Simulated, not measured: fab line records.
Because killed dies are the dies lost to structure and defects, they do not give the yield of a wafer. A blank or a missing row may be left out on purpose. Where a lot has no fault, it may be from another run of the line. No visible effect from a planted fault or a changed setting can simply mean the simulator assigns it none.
fab line records	flow sky130	part 1 of 2: steps 1 to 35 of 48
record: lots: 5	wafers: 15	lastDay: 49
route steps=708 shown VT_ADJUST_LVTN@97 VT_ADJUST_NCORE@119 VT_ADJUST_HVTR@131 VT_ADJUST_PCH@143
lots that met no fault: from a run of the same line without faults
startH: hours from the record's opening day to when the first of the lot's shown wafers began	waitH: hours from the lot's prior step to this one	" repeats the value in the row above	L1.1+2: a row that stands for several wafers	- either no value or no given start	* or withheld: withheld	< > ~ a bound
route shown NAME@n: NAME is a module with steps in the file, n the number in the route of the first one	usual: average and standard deviation across the fault-free wafers	same: alike in all rows	chamber/n: place in a boat	sites: each site's reading	_std_site: standard deviation across them	_edge_site: inner sites' mean taken away from outer sites' mean	radiusMm: for every site, how far away it sits from the centre of the wafer	mask NAME#n: copy n	behind: the most recent tool/chamber to have shaped the wafer	hold: reason for holding the lot/hours on hold/outcome of the hold	device: whichever transistor did not switch (one of n, p or np)	end of line: the tests these same wafers got at the end of their route	for a step that has no rows: nothing shown but its recipe	killed: dies that structure and defects cost at the first sort, which is not the same as the wafer's yield	map: a wafer's dies, x killed, . not, _ none there
set.NAME: the setting the step ran with; set.NAME@STEP: the setting that earlier step ran with	model.NAME: the simulator's own value behind a step, which no gauge read
lots seen at some steps along the route; tables by step, rows by wafer
services: the hour from which a tool's chamber was out of use, counted from the record's first day as startH (under 0 if before that day), plus the number of hours and why
== steps ==
step: SKY_VT_ADJUST_LVTN_DEHYDRATE_00
recipe: tempC: 200	timeS: 60
lot.wafer	tool	chamber	startH	waitH
L074.2+4+6	lithoTrack-01	0	132.26	9.1
L080.1+4+6	lithoTrack-03	0	171.37	9.8
L086.1+4+6	lithoTrack-04	0	211.78	9.4
L093.3+4+6	lithoTrack-01	0	251.73	9.5
L094.1+5+6	lithoTrack-01	0	256.08	9.9
step: SKY_VT_ADJUST_LVTN_HMDS_01
recipe: primeTimeS: 60	primeTempC: 120
lot.wafer	tool	chamber	startH	waitH
L074.2+4+6	lithoTrack-01	0	132.41	0.1
L080.1+4+6	lithoTrack-03	0	171.52	0.1
L086.1+4+6	lithoTrack-04	0	211.93	0.1
L093.3+4+6	lithoTrack-01	0	251.88	0.1
L094.1+5+6	lithoTrack-01	0	256.23	0.1
step: SKY_VT_ADJUST_LVTN_COAT_02
recipe: spinRpm: 2000	resistThkNm: 3000
lot.wafer	tool	chamber	startH	waitH
L074.2+4+6	lithoTrack-01	0	132.56	0.1
L080.1+4+6	lithoTrack-03	0	171.67	0.1
L086.1+4+6	lithoTrack-04	0	212.08	0.1
L093.3+4+6	lithoTrack-01	0	252.03	0.1
L094.1+5+6	lithoTrack-01	0	256.38	0.1
step: SKY_VT_ADJUST_LVTN_SOFTBAKE_03
recipe: tempC: 110	timeS: withheld
lot.wafer	tool	chamber	startH	waitH
L074.2+4+6	lithoTrack-01	0	132.71	0.1
L080.1+4+6	lithoTrack-03	0	171.82	0.1
L086.1+4+6	lithoTrack-04	0	212.23	0.1
L093.3+4+6	lithoTrack-01	0	252.20	0.1
L094.1+5+6	lithoTrack-01	0	256.53	0.1
step: SKY_VT_ADJUST_LVTN_EXPOSE_04
recipe: maskId: NWM_COMPLEMENT_LESS_NATIVE	na: 0.6	sourceShape: conventional	sigmaOuter: 0.6	polarization: unpolarized	targetCdNm: 840	doseMj: 194
lot.wafer	tool	chamber	startH	waitH	mask
L074.2+4+6	ilineStepper-02	0	-	-	NWM_COMPLEMENT_LESS_NATIVE#0
L080.1+4+6	ilineStepper-02	0	-	-	NWM_COMPLEMENT_LESS_NATIVE#0
L086.1+4+6	ilineStepper-01	0	-	-	NWM_COMPLEMENT_LESS_NATIVE#0
L093.3+4+6	ilineStepper-01	0	-	-	NWM_COMPLEMENT_LESS_NATIVE#0
L094.1+5+6	ilineStepper-02	0	-	-	NWM_COMPLEMENT_LESS_NATIVE#0
step: SKY_VT_ADJUST_LVTN_PEB_05
recipe: tempC: 115	timeS: withheld
lot.wafer	tool	chamber	startH	waitH
L074.2+4+6	lithoTrack-03	0	-	-
L080.1+4+6	lithoTrack-04	0	-	-
L086.1+4+6	lithoTrack-04	0	-	-
L093.3+4+6	lithoTrack-03	0	-	-
L094.1+5+6	lithoTrack-01	0	-	-
step: SKY_VT_ADJUST_LVTN_DEVELOP_06
recipe: wallAngleDeg: 90	developer: TMAH	developTimeS: 60	devTempC: 23
lot.wafer	tool	chamber	startH	waitH
L074.2+4+6	lithoTrack-03	0	-	-
L080.1+4+6	lithoTrack-04	0	-	-
L086.1+4+6	lithoTrack-04	0	-	-
L093.3+4+6	lithoTrack-03	0	-	-
L094.1+5+6	lithoTrack-01	0	-	-
step: SKY_VT_ADJUST_LVTN_OVL_MEAS_07
usual: VT_ADJUST_LVTN_OVL: -0.3/1.2
lot.wafer	tool	chamber	startH	waitH	VT_ADJUST_LVTN_OVL[nm]
L074.2	overlay-02	-	142.97	-	-2.1
L074.4	"	-	"	"	-0.9
L074.6	"	-	"	"	0.2
L080.1	overlay-02	-	181.83	-	1.3
L080.4	"	-	"	"	1.5
L080.6	"	-	"	"	1.8
L086.1	overlay-02	-	223.78	-	-1.9
L086.4	"	-	"	"	1.8
L086.6	"	-	"	"	-1.6
L093.3	overlay-02	-	264.58	-	0.2
L093.4	"	-	"	"	0.4
L093.6	"	-	"	"	-1.4
L094.1	overlay-02	-	268.33	-	-0.2
L094.5	"	-	"	"	-0.3
L094.6	"	-	"	"	-1.8
step: SKY_VT_ADJUST_LVTN_IMPLANT_08
recipe: species: B	energyKev: 30	doseCm2: 1.57e+12	tiltDeg: withheld
lot.wafer	tool	chamber	startH	waitH
L074.2+4+6	implanter-04	0	143.03	0.0
L080.1+4+6	implanter-04	0	182.37	0.5
L086.1+4+6	implanter-01	0	223.81	0.0
L093.3+4+6	implanter-04	0	264.65	0.1
L094.1+5+6	implanter-03	0	268.37	0.0
step: SKY_VT_ADJUST_LVTN_STRIP_09
recipe: chemistry: O2/N2	powerW: 1400	pressureMtorr: 1500	platenTempC: withheld	o2FlowSccm: 3000	n2FlowSccm: 300	overashFraction: 0.5
usual: chamberPressureMTorr: 1500.0/1.3	drypumpMotorCurrentA: 5.7/0.71	oesProductAu: 0.722/0.0044	stripTimeToEndpointS: 36.91/0.1
lot.wafer	tool	chamber	startH	waitH	chamberPressureMTorr	drypumpMotorCurrentA	oesProductAu	rfHoursCounterH	stripTimeToEndpointS
L074.2	plasmaAsher-02	0	143.15	0.1	1500.0	6.2	0.724	47	37.12
L074.4	"	0	"	"	1497.1	6.2	0.721	-	37.19
L074.6	"	0	"	"	1501.5	6.2	0.722	-	37.07
L080.1	plasmaAsher-02	0	182.52	0.1	1498.1	6.2	0.718	51	37.00
L080.4	"	0	"	"	1498.4	6.3	0.719	-	36.94
L080.6	"	0	"	"	1498.1	6.2	0.721	-	36.97
L086.1	plasmaAsher-02	1	223.96	0.1	1499.1	5.2	0.723	56	36.79
L086.4	"	1	"	"	1500.4	5.2	0.714	-	36.73
L086.6	"	1	"	"	1501.1	5.2	0.719	-	36.79
L093.3	plasmaAsher-04	0	264.78	0.1	1498.5	6.5	0.719	-	36.87
L093.4	"	1	"	"	1501.4	4.7	0.725	-	36.84
L093.6	"	1	"	"	1499.2	4.7	0.726	-	36.81
L094.1	plasmaAsher-04	0	268.52	0.1	1500.9	6.5	0.720	58	36.95
L094.5	"	1	"	"	1499.6	4.7	0.718	-	36.98
L094.6	"	0	"	"	1498.0	6.5	0.719	-	36.98
step: SKY_VT_ADJUST_LVTN_TW_MEAS_10
usual: VT_ADJUST_LVTN_TW: 244.1/2.5
lot.wafer	tool	chamber	startH	waitH	VT_ADJUST_LVTN_TW
L074.2	filmMetro-04	-	143.26	0.1	247.2
L074.4	"	-	"	"	247.7
L074.6	"	-	"	"	246.4
L080.1	filmMetro-02	-	182.67	0.1	244.4
L080.4	"	-	"	"	244.8
L080.6	"	-	"	"	245.4
L086.1	filmMetro-02	-	224.06	0.1	244.2
L086.4	"	-	"	"	243.6
L086.6	"	-	"	"	242.5
L093.3	filmMetro-02	-	264.87	0.1	244.9
L093.4	"	-	"	"	243.9
L093.6	"	-	"	"	243.4
L094.1	filmMetro-02	-	268.62	0.1	245.1
L094.5	"	-	"	"	242.9
L094.6	"	-	"	"	244.8
step: SKY_VT_ADJUST_LVTN_DEHYDRATE_11
recipe: tempC: 200	timeS: 60
lot.wafer	tool	chamber	startH	waitH
L074.2+4+6	lithoTrack-04	0	152.45	9.2
L080.1+4+6	lithoTrack-04	0	191.83	9.1
L086.1+4+6	lithoTrack-01	0	233.38	9.3
L093.3+4+6	lithoTrack-01	0	275.03	10.1
L094.1+5+6	lithoTrack-04	0	278.58	10.0
step: SKY_VT_ADJUST_LVTN_HMDS_12
recipe: primeTimeS: 60	primeTempC: 120
lot.wafer	tool	chamber	startH	waitH
L074.2+4+6	lithoTrack-04	0	152.60	0.1
L080.1+4+6	lithoTrack-04	0	191.98	0.1
L086.1+4+6	lithoTrack-01	0	233.53	0.1
L093.3+4+6	lithoTrack-01	0	275.18	0.1
L094.1+5+6	lithoTrack-04	0	278.73	0.1
step: SKY_VT_ADJUST_LVTN_COAT_13
recipe: resist: NOVOLAK	spinRpm: 3000	resistThkNm: 1140
lot.wafer	tool	chamber	startH	waitH
L074.2+4+6	lithoTrack-04	0	152.75	0.1
L080.1+4+6	lithoTrack-04	0	192.13	0.1
L086.1+4+6	lithoTrack-01	0	233.68	0.1
L093.3+4+6	lithoTrack-01	0	275.33	0.1
L094.1+5+6	lithoTrack-04	0	278.88	0.1
step: SKY_VT_ADJUST_LVTN_SOFTBAKE_14
recipe: tempC: 90	timeS: 60	resist: NOVOLAK
lot.wafer	tool	chamber	startH	waitH
L074.2+4+6	lithoTrack-04	0	152.90	0.1
L080.1+4+6	lithoTrack-04	0	192.28	0.1
L086.1+4+6	lithoTrack-01	0	233.83	0.1
L093.3+4+6	lithoTrack-01	0	275.48	0.1
L094.1+5+6	lithoTrack-04	0	279.03	0.1
step: SKY_VT_ADJUST_LVTN_EXPOSE_15
recipe: maskId: HVN_STD_DERIVED	na: 0.6	sourceShape: conventional	sigmaOuter: 0.6	polarization: unpolarized	targetCdNm: 600	doseMj: 163
lot.wafer	tool	chamber	startH	waitH	mask
L074.2+4+6	ilineStepper-01	0	-	-	HVN_STD_DERIVED#0
L080.1+4+6	ilineStepper-02	0	-	-	HVN_STD_DERIVED#0
L086.1+4+6	ilineStepper-02	0	-	-	HVN_STD_DERIVED#0
L093.3+4+6	ilineStepper-02	0	-	-	HVN_STD_DERIVED#0
L094.1+5+6	ilineStepper-02	0	-	-	HVN_STD_DERIVED#0
step: SKY_VT_ADJUST_LVTN_PEB_16
recipe: tempC: withheld	timeS: *	resist: NOVOLAK
lot.wafer	tool	chamber	startH	waitH
L074.2+4+6	lithoTrack-03	0	-	-
L080.1+4+6	lithoTrack-03	0	-	-
L086.1+4+6	lithoTrack-04	0	-	-
L093.3+4+6	lithoTrack-04	0	-	-
L094.1+5+6	lithoTrack-03	0	-	-
step: SKY_VT_ADJUST_LVTN_DEVELOP_17
recipe: resist: NOVOLAK	developer: TMAH	developTimeS: 60	devTempC: 23
lot.wafer	tool	chamber	startH	waitH
L074.2+4+6	lithoTrack-03	0	162.24	0.1
L080.1+4+6	lithoTrack-03	0	203.12	0.1
L086.1+4+6	lithoTrack-04	0	245.28	0.1
L093.3+4+6	lithoTrack-04	0	287.93	0.1
L094.1+5+6	lithoTrack-03	0	291.82	0.1
step: SKY_VT_ADJUST_LVTN_OVL_MEAS_18
usual: VT_ADJUST_LVTN_01_OVL: 1.4/1.1
lot.wafer	tool	chamber	startH	waitH	VT_ADJUST_LVTN_01_OVL[nm]
L074.2	overlay-02	-	162.37	0.1	-0.1
L074.4	"	-	"	"	1.1
L074.6	"	-	"	"	-1.1
L080.1	overlay-02	-	203.27	0.1	0.2
L080.4	"	-	"	"	-0.7
L080.6	"	-	"	"	1.0
L086.1	overlay-01	-	245.43	0.1	1.7
L086.4	"	-	"	"	3.8
L086.6	"	-	"	"	-0.8
L093.3	overlay-01	-	288.04	0.1	0.9
L093.4	"	-	"	"	2.8
L093.6	"	-	"	"	-0.1
L094.1	overlay-01	-	291.97	0.1	0.1
L094.5	"	-	"	"	0.1
L094.6	"	-	"	"	0.4
step: SKY_VT_ADJUST_LVTN_IMPLANT_19
recipe: species: B	energyKev: 30	doseCm2: 6.5e+11	tiltDeg: withheld
lot.wafer	tool	chamber	startH	waitH
L074.2+4+6	implanter-01	0	162.43	0.0
L080.1+4+6	implanter-04	0	203.30	0.0
L086.1+4+6	implanter-03	0	245.46	0.0
L093.3+4+6	implanter-04	0	288.11	0.1
L094.1+5+6	implanter-04	0	292.00	0.0
step: SKY_VT_ADJUST_LVTN_STRIP_20
recipe: chemistry: O2/N2	powerW: 1400	pressureMtorr: 1500	platenTempC: withheld	o2FlowSccm: 3000	n2FlowSccm: 300	overashFraction: 0.5
usual: chamberPressureMTorr: 1499.9/1.4	drypumpMotorCurrentA: 5.7/0.63	oesProductAu: 0.715/0.0045	stripTimeToEndpointS: 14.17/0.039
lot.wafer	tool	chamber	startH	waitH	chamberPressureMTorr	drypumpMotorCurrentA	oesProductAu	rfHoursCounterH	stripTimeToEndpointS
L074.2	plasmaAsher-02	0	162.55	0.1	1501.0	6.2	0.714	49	14.15
L074.4	"	0	"	"	1502.0	6.2	0.710	-	14.15
L074.6	"	0	"	"	1500.3	6.2	0.712	-	14.20
L080.1	plasmaAsher-01	1	203.45	0.1	1498.9	5.4	0.724	7	14.21
L080.4	"	0	"	"	1498.2	6.2	0.709	-	14.14
L080.6	"	0	"	"	1500.5	6.2	0.713	-	14.13
L086.1	plasmaAsher-04	0	245.61	0.1	1501.1	6.5	0.720	56	14.22
L086.4	"	1	"	"	1500.7	4.7	0.708	-	14.17
L086.6	"	1	"	"	1499.6	4.7	0.718	-	14.17
L093.3	plasmaAsher-04	0	288.25	0.1	1500.9	6.5	0.710	-	14.08
L093.4	"	1	"	"	1498.2	4.7	0.708	-	14.12
L093.6	"	0	"	"	1498.1	6.5	0.719	-	14.10
L094.1	plasmaAsher-01	1	292.15	0.1	1503.7	5.4	0.714	14	14.22
L094.5	"	1	"	"	1501.5	5.4	0.711	-	14.23
L094.6	"	0	"	"	1500.3	6.2	0.716	-	14.26
step: SKY_VT_ADJUST_LVTN_TW_MEAS_21
usual: VT_ADJUST_LVTN_2_TW: 191.1/2.3
lot.wafer	tool	chamber	startH	waitH	VT_ADJUST_LVTN_2_TW
L074.2	filmMetro-02	-	162.66	0.1	189.5
L074.4	"	-	"	"	189.4
L074.6	"	-	"	"	189.8
L080.1	filmMetro-04	-	203.55	0.1	192.9
L080.4	"	-	"	"	192.7
L080.6	"	-	"	"	192.8
L086.1	filmMetro-04	-	245.71	0.1	192.4
L086.4	"	-	"	"	193.0
L086.6	"	-	"	"	192.7
L093.3	filmMetro-03	-	288.33	0.1	187.5
L093.4	"	-	"	"	187.1
L093.6	"	-	"	"	188.4
L094.1	filmMetro-04	-	292.25	0.1	192.9
L094.5	"	-	"	"	193.0
L094.6	"	-	"	"	192.8
step: SKY_VT_ADJUST_NCORE_DEHYDRATE_00
recipe: tempC: 200	timeS: 60
lot.wafer	tool	chamber	startH	waitH
L074.2+4+6	lithoTrack-01	0	172.36	9.7
L080.1+4+6	lithoTrack-01	0	213.28	9.7
L086.1+4+6	lithoTrack-04	0	255.43	9.7
L093.3+4+6	lithoTrack-01	0	300.03	11.7
L094.1+5+6	lithoTrack-01	0	303.73	11.5
step: SKY_VT_ADJUST_NCORE_HMDS_01
recipe: primeTimeS: 60	primeTempC: 120
lot.wafer	tool	chamber	startH	waitH
L074.2+4+6	lithoTrack-01	0	172.51	0.1
L080.1+4+6	lithoTrack-01	0	213.43	0.1
L086.1+4+6	lithoTrack-04	0	255.58	0.1
L093.3+4+6	lithoTrack-01	0	300.18	0.1
L094.1+5+6	lithoTrack-01	0	303.88	0.1
step: SKY_VT_ADJUST_NCORE_COAT_02
recipe: resist: NOVOLAK	spinRpm: 3000	resistThkNm: 1140
lot.wafer	tool	chamber	startH	waitH
L074.2+4+6	lithoTrack-01	0	172.66	0.1
L080.1+4+6	lithoTrack-01	0	213.58	0.1
L086.1+4+6	lithoTrack-04	0	255.73	0.1
L093.3+4+6	lithoTrack-01	0	300.33	0.1
L094.1+5+6	lithoTrack-01	0	304.03	0.1
step: SKY_VT_ADJUST_NCORE_SOFTBAKE_03
recipe: tempC: 90	timeS: 60	resist: NOVOLAK
lot.wafer	tool	chamber	startH	waitH
L074.2+4+6	lithoTrack-01	0	172.81	0.1
L080.1+4+6	lithoTrack-01	0	213.73	0.1
L086.1+4+6	lithoTrack-04	0	255.88	0.1
L093.3+4+6	lithoTrack-01	0	300.48	0.1
L094.1+5+6	lithoTrack-01	0	304.18	0.1
step: SKY_VT_ADJUST_NCORE_EXPOSE_04
recipe: maskId: LVTN_COMPLEMENT_THIN	na: 0.6	sourceShape: conventional	sigmaOuter: 0.6	polarization: unpolarized	targetCdNm: 380	doseMj: 139
lot.wafer	tool	chamber	startH	waitH	mask
L074.2+4+6	ilineStepper-01	0	-	-	LVTN_COMPLEMENT_THIN#0
L080.1+4+6	ilineStepper-01	0	-	-	LVTN_COMPLEMENT_THIN#0
L086.1+4+6	ilineStepper-01	0	-	-	LVTN_COMPLEMENT_THIN#0
L093.3+4+6	ilineStepper-01	0	-	-	LVTN_COMPLEMENT_THIN#0
L094.1+5+6	ilineStepper-02	0	-	-	LVTN_COMPLEMENT_THIN#0
step: SKY_VT_ADJUST_NCORE_PEB_05
recipe: tempC: withheld	timeS: *	resist: NOVOLAK
lot.wafer	tool	chamber	startH	waitH
L074.2+4+6	lithoTrack-02	0	-	-
L080.1+4+6	lithoTrack-04	0	-	-
L086.1+4+6	lithoTrack-01	0	-	-
L093.3+4+6	lithoTrack-02	0	-	-
L094.1+5+6	lithoTrack-01	0	-	-
step: SKY_VT_ADJUST_NCORE_DEVELOP_06
recipe: resist: NOVOLAK	developer: TMAH	developTimeS: 60	devTempC: 23
lot.wafer	tool	chamber	startH	waitH
L074.2+4+6	lithoTrack-02	0	182.26	0.1
L080.1+4+6	lithoTrack-04	0	224.23	0.1
L086.1+4+6	lithoTrack-01	0	267.53	0.1
L093.3+4+6	lithoTrack-02	0	312.63	0.1
L094.1+5+6	lithoTrack-01	0	317.43	0.1
step: SKY_VT_ADJUST_NCORE_CD_MEAS_07
recipe: targetCdNm: 380
usual: cdNm: 380.0/2.1
lot.wafer	tool	chamber	startH	waitH	cdNm
L074.2	cdSem-02	-	182.40	0.1	381.0
L074.4	"	-	"	"	381.6
L074.6	"	-	"	"	382.9
L080.1	cdSem-01	-	224.38	0.1	381.0
L080.4	"	-	"	"	381.1
L080.6	"	-	"	"	381.2
L086.1	cdSem-02	-	267.68	0.1	381.0
L086.4	"	-	"	"	380.6
L086.6	"	-	"	"	382.5
L093.3	cdSem-01	-	312.77	0.1	382.3
L093.4	"	-	"	"	383.1
L093.6	"	-	"	"	382.1
L094.1	cdSem-01	-	317.58	0.1	381.6
L094.5	"	-	"	"	382.6
L094.6	"	-	"	"	382.6
step: SKY_VT_ADJUST_NCORE_OVL_MEAS_08
usual: VT_ADJUST_NCORE_OVL: 1.6/1.3
lot.wafer	tool	chamber	startH	waitH	VT_ADJUST_NCORE_OVL[nm]
L074.2	overlay-02	-	182.51	0.1	-0.7
L074.4	"	-	"	"	1.9
L074.6	"	-	"	"	1.3
L080.1	overlay-01	-	224.50	0.1	3.4
L080.4	"	-	"	"	2.4
L080.6	"	-	"	"	1.9
L086.1	overlay-01	-	267.80	0.1	0.3
L086.4	"	-	"	"	0.5
L086.6	"	-	"	"	0.9
L093.3	overlay-01	-	312.86	0.1	0.9
L093.4	"	-	"	"	1.8
L093.6	"	-	"	"	1.4
L094.1	overlay-01	-	317.73	0.1	0.1
L094.5	"	-	"	"	-0.2
L094.6	"	-	"	"	0.4
step: SKY_VT_ADJUST_NCORE_IMPLANT_09
recipe: species: B	energyKev: 10	doseCm2: 2.4e+12	tiltDeg: withheld
lot.wafer	tool	chamber	startH	waitH
L074.2+4+6	implanter-04	0	182.56	0.0
L080.1+4+6	implanter-01	0	224.53	0.0
L086.1+4+6	implanter-01	0	267.84	0.0
L093.3+4+6	implanter-02	0	312.94	0.1
L094.1+5+6	implanter-02	0	317.77	0.0
step: SKY_VT_ADJUST_NCORE_STRIP_10
recipe: chemistry: O2/N2	powerW: 1400	pressureMtorr: 1500	platenTempC: withheld	o2FlowSccm: 3000	n2FlowSccm: 300	overashFraction: 0.5
usual: chamberPressureMTorr: 1500.1/1.4	drypumpMotorCurrentA: 5.7/0.45	oesProductAu: 0.716/0.0044	stripTimeToEndpointS: 14.16/0.049
lot.wafer	tool	chamber	startH	waitH	chamberPressureMTorr	drypumpMotorCurrentA	oesProductAu	rfHoursCounterH	stripTimeToEndpointS
L074.2	plasmaAsher-02	1	182.69	0.1	1502.1	5.2	0.720	51	14.15
L074.4	"	0	"	"	1502.5	6.2	0.716	-	14.15
L074.6	"	1	"	"	1500.5	5.2	0.714	-	14.11
L080.1	plasmaAsher-03	1	224.68	0.1	1499.4	5.3	0.717	42	14.05
L080.4	"	0	"	"	1500.2	5.8	0.716	-	14.11
L080.6	"	0	"	"	1500.1	5.8	0.711	-	14.07
L086.1	plasmaAsher-01	1	267.99	0.1	1502.9	5.5	0.713	12	14.24
L086.4	"	1	"	"	1500.7	5.4	0.708	-	14.18
L086.6	"	0	"	"	1502.6	6.2	0.719	-	14.24
L093.3	plasmaAsher-02	1	313.07	0.1	1499.3	5.2	0.719	-	14.13
L093.4	"	0	"	"	1498.7	6.2	0.729	-	14.12
L093.6	"	1	"	"	1503.8	5.2	0.724	-	14.12
L094.1	plasmaAsher-01	1	317.92	0.1	1500.8	5.4	0.715	16	14.15
L094.5	"	1	"	"	1500.3	5.4	0.718	-	14.13
L094.6	"	0	"	"	1499.0	6.2	0.715	-	14.13
step: SKY_VT_ADJUST_NCORE_TW_MEAS_11
usual: VT_ADJUST_NCORE_TW: 223.1/1.6
lot.wafer	tool	chamber	startH	waitH	VT_ADJUST_NCORE_TW
L074.2	filmMetro-04	-	182.80	0.1	224.7
L074.4	"	-	"	"	226.1
L074.6	"	-	"	"	225.5
L080.1	filmMetro-01	-	224.78	0.1	221.7
L080.4	"	-	"	"	221.6
L080.6	"	-	"	"	221.6
L086.1	filmMetro-02	-	268.09	0.1	221.9
L086.4	"	-	"	"	222.9
L086.6	"	-	"	"	223.1
L093.3	filmMetro-04	-	313.16	0.1	225.6
L093.4	"	-	"	"	226.3
L093.6	"	-	"	"	224.5
L094.1	filmMetro-01	-	318.02	0.1	223.0
L094.5	"	-	"	"	222.5
L094.6	"	-	"	"	222.2
step: SKY_VT_ADJUST_HVTR_DEHYDRATE_00
recipe: tempC: 200	timeS: 60
lot.wafer	tool	chamber	startH	waitH
L074.2+4+6	lithoTrack-01	0	192.95	10.1
L080.1+4+6	lithoTrack-03	0	234.12	9.3
L086.1+4+6	lithoTrack-01	0	277.98	9.9
L093.3+4+6	lithoTrack-03	0	325.82	12.6
L094.1+5+6	lithoTrack-03	0	329.67	11.6
